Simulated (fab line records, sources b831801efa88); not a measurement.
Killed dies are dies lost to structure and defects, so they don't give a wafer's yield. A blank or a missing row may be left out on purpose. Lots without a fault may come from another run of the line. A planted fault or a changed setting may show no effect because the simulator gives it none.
A struck lot beside a sound one | flow sky130 | 15 steps out of a route of 708
Sound: wafers L513.2, L513.4, L513.5. Struck: wafers L524.2, L524.3, L524.5. The cause comes at the end.
At each step with rows: each side's tool, then ch and its chambers, then its first start. Under that, the readings that differ: sound wafers | struck wafers | difference of the means | sigmas: that difference in standard deviations of wafers without a fault.
alike: readings whose means differ by less than 2 such deviations, and words and numbers that are the same on both sides. not compared: withheld readings, readings that some wafer has no value for, bounds like >300 that may hide the same value, and numbers for which the record gives no deviation and whose values overlap.
The two part at a step that has a row with sigmas, a row that says differs or no value, or rows on one side only. Numbers that don't overlap but have no deviation are shown without sigmas and don't part them. A reading that every wafer of one side lacks parts them only if that side has two wafers or more.

SKY_VIA3_ETCH_15: etches SiO2 in C4F8/O2/Ar, stops on TiN, target depth 507 nm, time 78 s.
  sound on rie_diel-04 ch 1,2, day 41 17:47; struck on rie_diel-03 ch 0,1,2, day 44 11:52
  alike: oes_product_au
  not compared: rf_hours_counter_h
then, 5 steps without rows for these wafers: SKY_VIA3_STRIP_16 (strips in O2/N2); SKY_VIA3_STRIP_17 (strips in post etch residue remover, time 1200 s); SKY_VIA3_CLEAN_18 (cleans in IPA, time 180 s); SKY_VIA3_CLEAN_19 (cleans in O3/DIW); SKY_VIA3_SPUTTER_20 (material TiN, target thk 20 nm, time 80 s).
SKY_VIA3_CVD_21: deposits W, target thk 390 nm, time 117.31 s.
  sound on cvd_w-02 ch 0,1, day 41 18:40; struck on cvd_w-01 ch 0, day 44 12:37
  reading            | sound       | struck      | difference | sigmas
  heater_power_w (W) | 928 931 923 | 748 751 770 | -171       | -2
SKY_VIA3_RS_MEAS_22: measures by four-point-probe.
  sound on film_metro-04, day 41 18:49; struck on film_metro-03, day 44 12:46
  alike: VIA3_W_RS
SKY_VIA3_THK_MEAS_23: measures by xrf.
  sound on film_metro-04, day 41 18:56; struck on film_metro-03, day 44 12:52
  alike: VIA3_W_THK
SKY_VIA3_CMP_24: polishes, stops on SiO2, t overpolish 20 s, target thk 0 nm.
  sound on cmp-02 ch 0,1, day 41 18:59; struck on cmp-01 ch 1,2, day 44 12:55
  alike: motor_current_A, overpolish_run_s, slurry_filter_dp_kPa, time_to_endpoint_s
then, 1 step without rows for these wafers: SKY_METAL4_SPUTTER_00 (material Ti, target thk 15 nm, time 10 s).
SKY_METAL4_SPUTTER_01: material TiN, target thk 20 nm, time 16.7 s.
  sound on pvd_sputter-02, day 41 19:18; struck on pvd_sputter-02, day 44 13:14
  alike: cathode_dc_power_W, chamber_pressure_pa, throttle_valve_pct
SKY_METAL4_SPUTTER_02: material AlCu, target thk 735 nm, time 39.1 s.
  sound on pvd_sputter-02, day 41 19:20; struck on pvd_sputter-02, day 44 13:16
  no value came back on the struck wafers for cathode_dc_power_W (W), chamber_pressure_pa (Pa), throttle_valve_pct (%); on the sound wafers cathode_dc_power_W (W) reads 10600 10602 10602
SKY_METAL4_SPUTTER_03: material Ti, target thk 5 nm, time 3.3 s.
  sound on pvd_sputter-02, day 41 19:22; struck on pvd_sputter-02, day 44 13:19
  alike: cathode_dc_power_W, chamber_pressure_pa, throttle_valve_pct
-- the record jumps here: 5 days lie between the struck wafers' starts before and after (it left off in module METAL4 and takes up again in module PAD_OPEN, whose first step shown is number 708 of the route) --
SKY_PAD_OPEN_PROBE_99:
  sound on prober-01, day 47 11:05; struck on prober-01, day 49 18:06
  reading                  | sound          | struck         | difference | sigmas
  defect_limited_yield (%) | 84.1 82.9 80.7 | 0 0 0          | -83        | -39
  killed_at_M4_up          | 4 2 1          | 409 422 407    | +410       | +99 or more
  killed_dies              | 78 84 95       | 492 492 492    | +406       | +41
  killed_on_rim            | 13 16 21       | 96 96 96       | +79        | +23
  sort_bin_5_function (%)  | 11.4 10.0 11.2 | 93.1 93.5 92.1 | +82.0      | +59
  sort_n_pass              | 414 408 397    | 0 0 0          | -406       | -41
  sort_yield_pct (%)       | 84.1 82.9 80.7 | 0 0 0          | -83        | -39
  alike: killed_at_M0_to_M3, killed_at_contacts, killed_at_front_end, killed_at_other, killed_open, killed_short, sort_bin_3_pad_short, sort_bin_6_memory

WHERE THEY PART
First at SKY_VIA3_CVD_21; last, within this record, at SKY_PAD_OPEN_PROBE_99.

WHY: what the simulator had put in
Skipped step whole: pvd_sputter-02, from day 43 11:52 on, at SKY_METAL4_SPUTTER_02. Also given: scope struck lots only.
